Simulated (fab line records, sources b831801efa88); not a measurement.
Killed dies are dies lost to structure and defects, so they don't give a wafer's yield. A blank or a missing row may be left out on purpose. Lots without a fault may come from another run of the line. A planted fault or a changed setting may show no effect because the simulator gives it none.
fab line records | flow sky130
record lots=6 wafers=18 last_day=50
route steps=708 shown METAL3@561 VIA3@573 PAD_OPEN@708
lots that met no fault: from a run of the same line without faults
start_h: hours from the record's first day to the start of the lot's first wafer shown | wait_h: hours since the lot's step before | " the same as in the row above | L1.1+2: a row that stands for several wafers | - no value, or no start given | * or withheld: withheld | < > ~ a bound
route shown NAME@n: a module of which the file shows steps, and the number in the route of the first | usual: mean/standard deviation of fault-free wafers | same: alike in all rows | chamber/n: place in a boat | sites: the reading at each site | _std_site: their standard deviation | _edge_site: outer sites' mean less inner sites' | radius_mm: how far each site lies from the wafer's centre | mask NAME#n: copy n | behind: the tool/chamber that last shaped the wafer | hold: why the lot was held/for how many hours/how that ended | device: the transistor (n, p or np) that didn't switch | end of line: the same wafers' tests at the end of the route | a step without rows: its recipe alone | killed: dies lost to structure and defects at the first sort, not the wafer's yield | map: a wafer's dies, x killed, . not, _ none there
set.NAME: the setting as run; set.NAME@STEP: as run at that earlier step | model.NAME: the simulator's own value behind a step, which no gauge read
lots at some steps of the route; a table a step, a row a wafer
services: from which hour (start_h, from the record's first day; less than 0 if before it) a tool's chamber was out of use, for how many hours, and why
## steps
# step SKY_METAL3_PEB_11
# recipe peb_temp_c=withheld peb_time_s=withheld resist=KrF-thick
# step SKY_METAL3_DEVELOP_12
# recipe develop_time_s=60 resist=KrF-thick dev_temp_c=19.95
# step SKY_METAL3_CD_MEAS_13
# recipe target_cd_nm=300
# usual cd_nm=299.9/1.7
# columns lot.wafer tool chamber start_h wait_h cd_nm
L776.1 cd_sem-02 - 927.76 - 299.1
L776.3 " - " " 300.1
L776.6 " - " " 298.7
L782.1 cd_sem-02 - 978.31 - 300.8
L782.4 " - " " 301.3
L782.6 " - " " 300.9
L788.3 cd_sem-01 - 1015.37 - 302.7
L788.4 " - " " 303.1
L788.5 " - " " 303.1
L789.3 cd_sem-01 - 1021.39 - 301.0
L789.4 " - " " 300.2
L789.6 " - " " 300.2
L790.2 cd_sem-02 - 1029.50 - 298.7
L790.3 " - " " 298.5
L790.5 " - " " 296.5
L794.1 cd_sem-01 - 1047.92 - 300.1
L794.2 " - " " 300.8
L794.5 " - " " 300.5
# step SKY_METAL3_OVL_MEAS_14
# usual METAL3_OVL=0/4.9
# columns lot.wafer tool chamber start_h wait_h METAL3_OVL[nm]
L776.1 overlay-01 - 927.88 0.1 -2
L776.3 " - " " -6
L776.6 " - " " -13
L782.1 overlay-01 - 978.43 0.1 -5
L782.4 " - " " 0
L782.6 " - " " 9
L788.3 overlay-01 - 1015.46 0.1 -4
L788.4 " - " " -4
L788.5 " - " " -2
L789.3 overlay-01 - 1021.49 0.1 7
L789.4 " - " " -2
L789.6 " - " " 8
L790.2 overlay-01 - 1029.60 0.1 3
L790.3 " - " " 8
L790.5 " - " " -5
L794.1 overlay-01 - 1048.04 0.1 3
L794.2 " - " " 2
L794.5 " - " " 5
# step SKY_METAL3_DESCUM_15
# recipe chemistry=O2 source_power_w=150 bias_power_w=0 pressure_mtorr=10 temp_c=40 time_s=8
# usual drypump_motor_current_A=5.9/0.62 he_backside_leak_sccm=3.42/0.21 oes_product_au=0.999/0.013
# same bias_power_w=0
# columns lot.wafer tool chamber start_h wait_h drypump_motor_current_A he_backside_leak_sccm oes_product_au rf_hours_counter_h
L776.1 rie_metal-01 0 927.92 0.0 5.4 3.57 0.988 10
L776.3 " 1 " " 6.6 3.21 1.011 -
L776.6 " 1 " " 6.6 3.14 0.996 -
L782.1 rie_metal-03 1 978.47 0.0 5.0 3.57 0.997 8
L782.4 " 1 " " 5.0 3.54 0.983 -
L782.6 " 0 " " 6.4 3.52 1.017 -
L788.3 rie_metal-03 0 1015.49 0.0 6.4 3.44 1.016 -
L788.4 " 1 " " 5.0 3.46 0.986 -
L788.5 " 1 " " 5.0 3.53 0.980 -
L789.3 rie_metal-03 0 1021.52 0.0 6.4 3.47 1.024 -
L789.4 " 1 " " 5.0 3.60 0.992 -
L789.6 " 0 " " 6.4 3.50 1.020 -
L790.2 rie_metal-02 0 1029.63 0.0 6.1 3.48 0.963 3
L790.3 " 0 " " 6.1 3.48 0.976 -
L790.5 " 1 " " 5.7 3.04 1.012 -
L794.1 rie_metal-03 1 1048.07 0.0 5.0 3.60 0.984 13
L794.2 " 0 " " 6.4 3.58 1.017 15
L794.5 " 0 " " 6.4 3.37 1.022 -
# step SKY_METAL3_ETCH_16
# recipe chemistry=N2/H2 target=BARC ion_energy_ev=200 bias_w=100 pressure_mtorr=30 n2_flow_sccm=100 h2_flow_sccm=200 icp_w=500 stop_on=SiO2 time_s=88.2 target_depth_a=600
# usual drypump_motor_current_A=5.9/0.62 h2_flow_sccm=200.0/0.55 he_backside_leak_sccm=3.39/0.2 n2_flow_sccm=100.02/0.29 oes_product_au=0.627/0.0046 throttle_valve_pct=13.204/0.0095
# columns lot.wafer tool chamber start_h wait_h drypump_motor_current_A h2_flow_sccm he_backside_leak_sccm n2_flow_sccm oes_product_au rf_hours_counter_h throttle_valve_pct
L776.1 rie_metal-01 0 927.95 0.0 5.4 200.6 3.41 99.67 0.625 10 13.210
L776.3 " 1 " " 6.6 199.8 2.95 100.05 0.628 - 13.185
L776.6 " 1 " " 6.6 199.5 3.10 99.83 0.626 - 13.199
L782.1 rie_metal-03 1 978.50 0.0 5.0 198.9 3.47 99.79 0.637 8 13.206
L782.4 " 1 " " 5.0 199.5 3.57 99.96 0.626 - 13.191
L782.6 " 0 " " 6.4 199.7 3.52 99.91 0.621 - 13.204
L788.3 rie_metal-03 0 1015.55 0.0 6.4 199.4 3.38 99.58 0.618 - 13.207
L788.4 " 1 " " 5.0 199.4 3.49 100.32 0.627 - 13.228
L788.5 " 1 " " 5.0 200.1 3.49 100.00 0.628 - 13.205
L789.3 rie_metal-03 0 1021.58 0.0 6.4 199.6 3.48 100.41 0.618 - 13.208
L789.4 " 1 " " 5.0 200.3 3.55 99.99 0.625 - 13.208
L789.6 " 0 " " 6.4 199.3 3.36 100.16 0.635 - 13.191
L790.2 rie_metal-02 0 1029.66 0.0 6.2 198.9 3.64 100.27 0.625 3 13.215
L790.3 " 0 " " 6.1 199.7 3.42 99.92 0.626 - 13.219
L790.5 " 1 " " 5.6 199.9 3.08 99.26 0.623 - 13.201
L794.1 rie_metal-03 1 1048.10 0.0 5.0 199.6 3.57 100.12 0.625 13 13.195
L794.2 " 0 " " 6.4 200.4 3.51 99.59 0.625 15 13.200
L794.5 " 0 " " 6.4 200.5 3.55 99.67 0.629 - 13.195
# step SKY_METAL3_ETCH_17
# recipe target=SiO2 stop_on=TiN chemistry=C4F8/O2/Ar source_w=1500 bias_w=1200 pressure_mtorr=40 c4f8_flow_sccm=withheld O2_flow_sccm=6 Ar_flow_sccm=300 time_s=3.9 target_depth_a=150
# usual oes_product_au=0.745/0.008
# columns lot.wafer tool chamber start_h wait_h oes_product_au rf_hours_counter_h
L776.1 rie_diel-03 2 928.05 0.1 0.725 20
L776.3 " 0 " " 0.738 12
L776.6 " 2 " " 0.747 -
L782.1 rie_diel-01 2 978.60 0.1 0.742 4
L782.4 " 0 " " 0.745 6
L782.6 " 0 " " 0.758 -
L788.3 rie_diel-01 1 1015.61 0.0 0.743 0
L788.4 " 2 " " 0.748 5
L788.5 " 1 " " 0.745 -
L789.3 rie_diel-04 0 1021.64 0.0 0.736 19
L789.4 " 3 " " 0.748 -
L789.6 " 1 " " 0.756 -
L790.2 rie_diel-04 3 1029.76 0.1 0.741 7
L790.3 " 1 " " 0.739 13
L790.5 " 3 " " 0.746 -
L794.1 rie_diel-04 1 1048.20 0.1 0.730 13
L794.2 " 2 " " 0.735 12
L794.5 " 0 " " 0.744 -
# step SKY_METAL3_METAL_ETCH_18
# recipe target_depth_a=8450 stop_on=SiO2 over_etch_frac=0.3 time_s=183.1 chemistry=Cl2/BCl3 resist_sidewall_deg=88 pressure_mtorr=10 icp_w=900 bias_w=48.5 Cl2_flow_sccm=60 bcl3_flow_sccm=30
# step SKY_METAL3_STRIP_19
# recipe chemistry=O2/N2 power_w=1400 pressure_mtorr=1500 platen_temp_c=withheld o2_flow_sccm=3000 n2_flow_sccm=300 overash_fraction=0.5
# usual drypump_motor_current_A=5.6/0.67 n2_flow_sccm=300.0/0.93 oes_product_au=0.504/0.0068 strip_time_to_endpoint_s=6.57/0.11
# columns lot.wafer tool chamber start_h wait_h drypump_motor_current_A n2_flow_sccm oes_product_au rf_hours_counter_h strip_time_to_endpoint_s
L776.1 plasma_asher-01 0 928.25 0.1 6.5 299.7 0.495 84 6.53
L776.3 " 0 " " 6.6 298.7 0.497 - 6.45
L776.6 " 1 " " 5.1 299.3 0.507 - 6.52
L782.1 plasma_asher-03 1 978.80 0.1 5.8 300.8 0.509 48 6.66
L782.4 " 0 " " 5.4 301.6 0.506 - 6.67
L782.6 " 1 " " 5.8 301.2 0.497 - 6.53
L788.3 plasma_asher-03 1 1015.84 0.1 5.8 300.9 0.514 - 6.64
L788.4 " 0 " " 5.4 300.2 0.504 - 6.59
L788.5 " 1 " " 5.8 301.3 0.510 - 6.71
L789.3 plasma_asher-02 1 1021.87 0.1 4.7 298.7 0.504 - 6.48
L789.4 " 0 " " 6.1 299.2 0.513 - 6.76
L789.6 " 0 " " 6.1 300.6 0.510 - 6.76
L790.2 plasma_asher-01 1 1029.96 0.1 5.1 299.4 0.512 95 6.72
L790.3 " 1 " " 5.1 298.5 0.512 - 6.74
L790.5 " 0 " " 6.5 298.0 0.505 - 6.56
L794.1 plasma_asher-01 1 1048.40 0.1 5.1 299.0 0.502 97 6.47
L794.2 " 0 " " 6.5 300.8 0.508 97 6.61
L794.5 " 0 " " 6.5 300.7 0.502 - 6.45
# step SKY_METAL3_STRIP_20
# recipe chemistry=post_etch_residue_remover time_s=1200 temp_c=72.5
# step SKY_METAL3_CLEAN_21
# recipe chemistry=IPA time_s=180 temp_c=25
# step SKY_METAL3_CLEAN_22
# recipe chemistry=O3/DIW dry=n2_spin
# step SKY_VIA3_HDPCVD_00
# recipe material=SiO2 target_thk_nm=1635 sigma_open_frac=0.3 time_s=272.5 temp_c=400 sih4_flow_sccm=60 pressure_mtorr=6
# usual sih4_flow_sccm=60.01/0.17
# columns lot.wafer tool chamber start_h wait_h sih4_flow_sccm model.SiO2_of_VIA3_HDPCVD_00.thk_nm
L776.1 hdpcvd-02 1 929.36 0.0 60.13 1662
L776.3 " 0 " " 60.12 1675
L776.6 " 1 " " 59.94 1644
L782.1 hdpcvd-01 1 979.39 0.0 60.15 1616
L782.4 " 1 " " 59.98 1621
L782.6 " 2 " " 60.10 1618
L788.3 hdpcvd-01 0 1016.44 0.0 71.69 1942
L788.4 " 1 " " 71.79 1939
L788.5 " 2 " " 72.05 1960
L789.3 hdpcvd-01 1 1022.47 0.0 72.22 1981
L789.4 " 2 " " 72.20 1969
L789.6 " 1 " " 72.10 1948
L790.2 hdpcvd-02 2 1030.55 0.0 59.89 1674
L790.3 " 1 " " 59.76 1643
L790.5 " 2 " " 60.09 1695
L794.1 hdpcvd-02 0 1048.99 0.0 59.71 1618
L794.2 " 2 " " 60.22 1646
L794.5 " 0 " " 60.10 1625
# step SKY_VIA3_THK_MEAS_01
# recipe reads=SiO2_of_VIA3_HDPCVD_00
# usual VIA3_HDPCVD_THK=1644/23
# columns lot.wafer tool chamber start_h wait_h VIA3_HDPCVD_THK[nm]
L776.1 film_metro-04 - 929.52 0.1 1662
L776.3 " - " " 1675
L776.6 " - " " 1644
L782.1 film_metro-04 - 979.56 0.1 1615
L782.4 " - " " 1621
L782.6 " - " " 1618
L788.3 film_metro-01 - 1016.63 0.1 1943
L788.4 " - " " 1939
L788.5 " - " " 1961
L789.3 film_metro-04 - 1022.66 0.1 1980
L789.4 " - " " 1968
L789.6 " - " " 1949
L790.2 film_metro-01 - 1030.73 0.1 1675
L790.3 " - " " 1643
L790.5 " - " " 1695
L794.1 film_metro-02 - 1049.16 0.1 1617
L794.2 " - " " 1646
L794.5 " - " " 1624
# step SKY_VIA3_CMP_02
# recipe material=SiO2 down_force_psi=4 platen_rpm=60 pad_velocity_m_s=0.94248
# usual motor_current_A=11.7/1.2
# columns lot.wafer tool chamber start_h wait_h motor_current_A
L776.1 cmp-01 1 929.63 0.1 10.7
L776.3 " 2 " " 10.1
L776.6 " 0 " " 12.1
L782.4 cmp-02 3 979.67 0.1 14.5
L782.1 " 0 " " 11.1
L782.6 " 3 " " 14.4
L788.4 cmp-01 2 1016.67 0.0 10.2
L788.3 " 1 " " 11.1
L788.5 " 3 " " 11.3
L789.4 cmp-02 3 1022.70 0.0 14.4
L789.3 " 2 " " 13.1
L789.6 " 3 " " 14.1
L790.2 cmp-01 3 1030.83 0.1 10.9
L790.3 " 1 " " 10.9
L790.5 " 3 " " 11.2
L794.2 cmp-01 3 1049.32 0.1 10.4
L794.1 " 0 " " 12.9
L794.5 " 2 " " 10.4
# step SKY_PAD_OPEN_PROBE_99
# usual defect_limited_yield=82.4/2 killed_at_M0_to_M3=43/6.6 killed_at_M4_up=3.0/1.7 killed_at_contacts=24/5.4 killed_at_front_end=16/4.6 killed_at_other=0.3/0.53 killed_dies=87/9.7 killed_open=47/7.3 killed_short=39/6.5 sort_bin_3_pad_short=0.9/0.41 sort_bin_5_function=10.4/1.4 sort_bin_6_memory=6.3/1.2 sort_n_pass=405/9.7 sort_yield_pct=82.4/2
# same gross_dies=492 killed_at_back_side=0 sort_bin_4_leakage[%]=0 sort_bin_8_speed[%]=0
# columns lot.wafer tool chamber start_h wait_h defect_limited_yield[%] killed_at_M0_to_M3 killed_at_M4_up killed_at_contacts killed_at_front_end killed_at_other killed_dies killed_open killed_short sort_bin_3_pad_short[%] sort_bin_5_function[%] sort_bin_6_memory[%] sort_n_pass sort_yield_pct[%]
L776.1 prober-01 - 1096.98 0.1 82.9 39 4 25 16 0 84 47 37 0.8 10.2 6.1 408 82.9
L776.3 prober-01 - 1097.08 0.2 79.7 44 3 25 28 0 100 51 49 1.4 9.3 9.6 392 79.7
L776.6 prober-01 - 1097.23 0.2 81.5 46 3 22 19 1 91 47 44 1.0 10.4 7.1 401 81.5
L782.1 prober-02 - 1138.31 0.1 82.3 44 3 20 19 1 87 39 47 0.6 12.4 4.7 405 82.3
L782.4 prober-02 - 1138.46 0.2 84.1 36 5 27 10 0 78 42 35 1.0 8.9 5.9 414 84.1
L782.6 prober-02 - 1138.56 0.2 85.8 35 2 22 11 0 70 39 30 1.6 8.1 4.5 422 85.8
L788.3 prober-02 - 1166.75 0.2 85.0 33 3 24 14 0 74 48 26 0.6 9.1 5.3 418 85.0
L788.4 prober-02 - 1166.80 0.2 86.0 33 7 21 8 0 69 42 27 0.6 8.3 5.1 423 86.0
L788.5 prober-02 - 1166.85 0.2 82.9 52 5 13 14 0 84 41 43 0.4 10.4 6.3 408 82.9
L789.3 prober-01 - 1171.50 0.2 81.5 53 3 23 11 1 91 54 37 1.0 10.6 6.9 401 81.5
L789.4 prober-01 - 1171.55 0.2 86.8 30 5 21 9 0 65 36 28 0.8 9.3 3.0 427 86.8
L789.6 prober-01 - 1171.65 0.2 83.5 39 4 21 17 0 81 48 33 0.6 9.1 6.7 411 83.5
L790.2 prober-02 - 1177.83 0.1 82.1 45 2 32 9 0 88 51 37 0.6 11.6 5.7 404 82.1
L790.3 prober-02 - 1177.88 0.2 79.9 50 4 23 22 0 99 57 42 0.4 13.0 6.7 393 79.9
L790.5 prober-02 - 1177.98 0.2 82.9 49 1 13 20 1 84 46 38 0.6 11.2 5.3 408 82.9
L794.1 prober-02 - 1191.13 0.1 83.7 35 4 24 17 0 80 43 37 1.2 8.7 6.3 412 83.7
L794.2 prober-02 - 1191.18 0.1 83.7 39 1 28 12 0 80 44 36 1.8 10.4 4.1 412 83.7
L794.5 prober-02 - 1191.33 0.2 83.5 44 6 15 16 0 81 50 31 0.6 10.0 5.9 411 83.5
# killed by level:class
L776.1 VIA1:geometric_particle:open=11 LI_CONTACT:geometric_particle:open=11 METAL1:geometric_particle:short=7 CONTACT:geometric_particle:open=7 LOCAL_INTERCONNECT:geometric_particle:short=5 VIA2:geometric_particle:open=5 SPACER:geometric_particle:short=4 METAL2:geometric_particle:short=4
L776.3 FIELD_ISO:geometric_particle:open=8 LI_CONTACT:geometric_particle:open=8 VIA1:geometric_particle:open=8 POLY_GATE:geometric_particle:short=7 CONTACT:geometric_particle:open=7 METAL2:geometric_particle:short=7 VIA3:geometric_particle:open=7 LOCAL_INTERCONNECT:geometric_particle:short=6
L776.6 VIA1:geometric_particle:open=10 CONTACT:geometric_particle:open=7 CONTACT:geometric_particle:short=7 VIA1:geometric_particle:short=7 METAL1:geometric_particle:short=6 VIA3:geometric_particle:open=6 POLY_GATE:geometric_particle:open=5 LI_CONTACT:geometric_particle:open=5
L782.1 VIA3:geometric_particle:open=9 METAL1:geometric_particle:short=7 POLY_GATE:geometric_particle:short=6 POLY_GATE:geometric_particle:open=5 VIA1:geometric_particle:open=5 VIA2:geometric_particle:short=5 FIELD_ISO:geometric_particle:short=4 CONTACT:geometric_particle:open=4
L782.4 LI_CONTACT:geometric_particle:open=11 VIA1:geometric_particle:open=9 CONTACT:geometric_particle:open=7 METAL2:geometric_particle:short=6 VIA2:geometric_particle:open=6 VIA1:geometric_particle:short=5 POLY_GATE:geometric_particle:short=4 CONTACT:geometric_particle:short=4
L782.6 CONTACT:geometric_particle:open=9 METAL1:geometric_particle:short=9 LI_CONTACT:geometric_particle:open=6 VIA2:geometric_particle:open=5 VIA1:geometric_particle:open=4 FIELD_ISO:geometric_particle:open=3 VIA3:geometric_particle:short=3 VIA1:geometric_particle:short=3
L788.3 CONTACT:geometric_particle:open=13 VIA1:geometric_particle:open=10 METAL2:geometric_particle:short=6 VIA2:geometric_particle:open=6 POLY_GATE:geometric_particle:open=5 CONTACT:geometric_particle:short=5 VIA3:geometric_particle:open=4 FIELD_ISO:geometric_particle:open=3
L788.4 VIA1:geometric_particle:open=9 LI_CONTACT:geometric_particle:open=8 CONTACT:geometric_particle:open=7 VIA3:geometric_particle:open=6 METAL4:geometric_particle:short=6 FIELD_ISO:geometric_particle:short=4 VIA2:geometric_particle:open=4 LOCAL_INTERCONNECT:geometric_particle:short=3
L788.5 VIA1:geometric_particle:open=10 VIA1:geometric_particle:short=7 VIA2:geometric_particle:open=6 VIA3:geometric_particle:short=6 FIELD_ISO:geometric_particle:short=5 LOCAL_INTERCONNECT:geometric_particle:short=4 METAL1:geometric_particle:short=4 METAL3:geometric_particle:open=4
L789.3 CONTACT:geometric_particle:open=13 VIA3:geometric_particle:open=12 METAL1:geometric_particle:short=10 LI_CONTACT:geometric_particle:open=7 VIA2:geometric_particle:open=7 VIA1:geometric_particle:open=6 METAL2:geometric_particle:short=6 FIELD_ISO:geometric_particle:short=4
L789.4 METAL1:geometric_particle:short=8 VIA1:geometric_particle:open=8 CONTACT:geometric_particle:open=6 VIA3:geometric_particle:open=6 LI_CONTACT:geometric_particle:open=5 CONTACT:geometric_particle:short=5 LOCAL_INTERCONNECT:geometric_particle:short=4 VIA2:geometric_particle:open=4
L789.6 VIA1:geometric_particle:open=11 VIA3:geometric_particle:open=9 LI_CONTACT:geometric_particle:open=8 LI_CONTACT:geometric_particle:short=5 METAL3:geometric_particle:short=5 VIA2:geometric_particle:open=5 FIELD_ISO:geometric_particle:open=4 VIA3:geometric_particle:short=4
L790.2 CONTACT:geometric_particle:open=12 LI_CONTACT:geometric_particle:open=9 VIA3:geometric_particle:open=8 VIA1:geometric_particle:open=8 METAL2:geometric_particle:short=8 VIA2:geometric_particle:open=7 LOCAL_INTERCONNECT:geometric_particle:short=6 FIELD_ISO:geometric_particle:short=5
L790.3 CONTACT:geometric_particle:open=9 VIA3:geometric_particle:open=9 VIA2:geometric_particle:open=6 LI_CONTACT:geometric_particle:open=6 VIA1:geometric_particle:open=6 METAL2:geometric_particle:short=6 FIELD_ISO:geometric_particle:open=5 VIA3:geometric_particle:short=5
L790.5 VIA1:geometric_particle:open=14 FIELD_ISO:geometric_particle:short=7 METAL1:geometric_particle:short=6 VIA3:geometric_particle:open=6 POLY_GATE:geometric_particle:short=5 POLY_GATE:geometric_particle:open=5 CONTACT:geometric_particle:open=5 VIA2:geometric_particle:open=5
L794.1 VIA1:geometric_particle:open=10 CONTACT:geometric_particle:open=7 CONTACT:geometric_particle:short=6 VIA3:geometric_particle:open=6 FIELD_ISO:geometric_particle:open=5 POLY_GATE:geometric_particle:short=4 LI_CONTACT:geometric_particle:open=4 LOCAL_INTERCONNECT:geometric_particle:short=4
L794.2 CONTACT:geometric_particle:open=13 LI_CONTACT:geometric_particle:open=9 VIA3:geometric_particle:open=8 VIA1:geometric_particle:short=6 VIA1:geometric_particle:open=6 METAL2:geometric_particle:short=5 POLY_GATE:geometric_particle:short=4 CONTACT:geometric_particle:short=4
L794.5 VIA1:geometric_particle:open=12 VIA2:geometric_particle:open=7 LI_CONTACT:geometric_particle:open=7 FIELD_ISO:geometric_particle:open=5 VIA3:geometric_particle:open=5 CONTACT:geometric_particle:open=5 METAL1:geometric_particle:short=5 POLY_GATE:geometric_particle:open=4
## services
# columns tool chamber start_h hours kind
plasma_asher-01 - 905.24 1.4 repair
cmp-02 - 912.53 4.0 pm
plasma_asher-03 - 918.24 10.0 pm
plasma_asher-03 - 928.24 20.6 pm
cmp-01 - 934.22 7.1 pm
plasma_asher-03 - 940.36 5.2 repair
cmp-02 - 946.04 0.3 repair
rie_diel-01 3 948.72 5.5 repair
hdpcvd-02 - 950.25 15.0 pm
hdpcvd-02 0 950.25 15.0 vent_cycle
hdpcvd-02 1 950.25 15.0 vent_cycle
cmp-02 - 958.98 1.1 repair
rie_diel-03 - 959.63 0.5 repair
hdpcvd-01 - 965.29 0.8 pm
rie_diel-01 - 969.51 2.8 pm
hdpcvd-02 0 969.71 12.7 repair
rie_diel-04 1 972.59 8.7 repair
hdpcvd-02 - 995.59 0.7 repair
plasma_asher-02 - 1016.69 2.8 pm
rie_diel-04 2 1016.73 5.7 repair
rie_diel-03 0 1027.24 18.4 repair
rie_metal-01 - 1038.43 0.6 repair
cmp-02 - 1039.52 1.0 repair
rie_diel-01 - 1044.88 0.6 repair
## key
first_sign step=SKY_VIA3_HDPCVD_00 reading=sih4_flow_sccm direction=up sigmas=72 usual=60.01 struck=72.01
effect step=SKY_VIA3_THK_MEAS_01 reading=VIA3_HDPCVD_THK direction=up sigmas=13 usual=1644 struck=1957
model_effect step=SKY_VIA3_HDPCVD_00 value=SiO2_of_VIA3_HDPCVD_00.thk_nm without=1630 struck=1957
met_at SKY_VIA3_HDPCVD_00
struck_wafers L788.3,L788.4,L788.5,L789.3,L789.4,L789.6
onset_between 979.39 1016.44
fault kind=process_parameter_drift tool=hdpcvd-01 chamber=- onset_h=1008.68 steps=SKY_VIA3_HDPCVD_00 channel=sih4_flow_sccm offset=12 shape=step end_h=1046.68 acts_in=these_recipes_only stated=60
